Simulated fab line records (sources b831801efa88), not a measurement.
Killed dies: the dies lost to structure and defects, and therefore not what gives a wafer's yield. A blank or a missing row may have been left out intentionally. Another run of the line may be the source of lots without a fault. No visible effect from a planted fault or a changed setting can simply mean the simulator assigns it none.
A struck lot beside a sound one + flow sky130 + 16 steps out of a route of 708
Sound: wafers L875.1, L875.3, L875.4. Wafers L883.2, L883.4, L883.6 were the ones struck. At the end, the cause is stated.
Per side, at each step with rows, come the tool, then ch with its chambers, and then its first start. Under that, the readings that differ: sound wafers + struck wafers + difference of the means + sigmas: that difference in standard deviations of wafers without a fault.
alike: readings whose means differ by less than 2 such deviations, and words and numbers that are the same on both sides. not compared: withheld readings, readings that some wafer has no value for, bounds like >300 that may hide the same value, and numbers for which the record gives no deviation and whose values overlap.
A row with sigmas, a row that says differs or no value, or rows on one side alone: a step with any of these is where the two part. When numbers do not overlap yet have no deviation, they are printed without sigmas and do not part them. Lack of a reading on every wafer of one side parts them only where that side has two or more wafers.

SKY_NWELL_RS_MEAS_29: measurement is done with a four-point probe.
  sound: film_metro-03 at day 5 09:15; struck: film_metro-04 at day 7 03:13
  alike: NWELL_RS
SKY_NWELL_RS_MEAS_31: measurement is done with a four-point probe.
  sound: film_metro-03 at day 5 09:29; struck: film_metro-04 at day 7 03:28
  alike: PWDE_RS
then, 7 steps without rows for these wafers: SKY_VT_ADJUST_HVTP_DEHYDRATE_00 (time 60 s); SKY_VT_ADJUST_HVTP_HMDS_01 (prime time 60 s); SKY_VT_ADJUST_HVTP_COAT_02 (resist thk 1140 nm); SKY_VT_ADJUST_HVTP_SOFTBAKE_03 (time 60 s); SKY_VT_ADJUST_HVTP_EXPOSE_04 (exposes mask HVTPM, target cd 380 nm); SKY_VT_ADJUST_HVTP_PEB_05; SKY_VT_ADJUST_HVTP_DEVELOP_06 (develop time 60 s).
SKY_VT_ADJUST_HVTP_CD_MEAS_07 targets a cd of 380 nm.
  sound: cd_sem-02 at day 6 03:39; struck: cd_sem-01 at day 7 23:02
  alike: cd_nm
SKY_VT_ADJUST_HVTP_OVL_MEAS_08:
  sound: overlay-02 at day 6 03:46; struck: overlay-02 at day 7 23:08
  alike: VT_ADJUST_HVTP_OVL
SKY_VT_ADJUST_HVTP_IMPLANT_09:
  sound on implanter-01 ch 0, day 6 03:49; struck on implanter-04 ch 0, day 7 23:11
| reading            | sound            | struck            | difference | sigmas |
|--------------------|------------------|-------------------|------------|--------|
| beam_on_s (s)      | 9.94 10.02 10.06 | 11.14 11.01 11.14 | +1.09      | +6     |
| faraday_current_uA | 24.5 24.1 24.2   | 21.6 22.0 21.8    | -2.5       | -6     |
SKY_VT_ADJUST_HVTP_STRIP_10: strips in O2/N2.
  sound on plasma_asher-01 ch 0,1, day 6 03:58; struck on plasma_asher-01 ch 0,1, day 7 23:19
  alike: chamber_pressure_mTorr, drypump_motor_current_A, oes_product_au, strip_time_to_endpoint_s
  not compared: rf_hours_counter_h
SKY_VT_ADJUST_HVTP_TW_MEAS_11:
  sound: film_metro-01 at day 6 04:04; struck: film_metro-03 at day 7 23:26
  alike: VT_ADJUST_HVTP_TW
then, 1 step without rows for these wafers: SKY_VT_ADJUST_LVTN_DEHYDRATE_00 (time 60 s).
-- the record jumps here: 40 days lie between the struck wafers' starts before and after (it left off in module VT_ADJUST_LVTN and takes up again in module PAD_OPEN, whose first step shown is number 708 of the route) --
SKY_PAD_OPEN_PROBE_99:
  sound: prober-01 at day 45 14:29; struck: prober-01 at day 47 18:35
| reading                                  | sound               | struck               | difference | sigmas |
|------------------------------------------|---------------------|----------------------|------------|--------|
| model.etest.tip_p.rs_ohm_sq              | 7025 7041 7008      | 7204 7237 7263       | +210       |        |
| model.etest.pfet_01v8.drive_ua_um        | 184.3 183.6 184.6   | 178.5 181.5 181.1    | -3.8       |        |
| model.etest.pfet_01v8_mvt.drive_ua_um    | 145.6 143.2 144.8   | 138.2 139.6 142.6    | -4.4       |        |
| model.etest.pfet_01v8.off_log10_a_um     | -10.2 -10.46 -10.25 | -11.17 -11.01 -11.14 | -0.80      |        |
| model.etest.pfet_01v8_mvt.off_log10_a_um | -11.37 -11.6 -11.28 | -12.1 -12.12 -12.21  | -0.7       |        |
  alike: killed_at_M0_to_M3, killed_at_M4_up, killed_at_contacts, killed_at_front_end, killed_at_other, killed_dies, killed_open, killed_short
  not compared: model.etest.pfet_01v8.r_on_ohm_um, model.etest.pfet_01v8_hvt.drive_ua_um, model.etest.sram_pfet_latch.drive_ua_um

WHERE THEY PART
SKY_VT_ADJUST_HVTP_IMPLANT_09 only, going by this record. Later steps at which nothing parts them and some readings are alike: SKY_VT_ADJUST_HVTP_STRIP_10, SKY_VT_ADJUST_HVTP_TW_MEAS_11, SKY_PAD_OPEN_PROBE_99.

WHY: whatever the simulator had introduced
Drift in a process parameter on implanter-04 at SKY_VT_ADJUST_HVTP_IMPLANT_09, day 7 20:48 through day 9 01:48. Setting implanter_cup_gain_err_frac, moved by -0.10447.
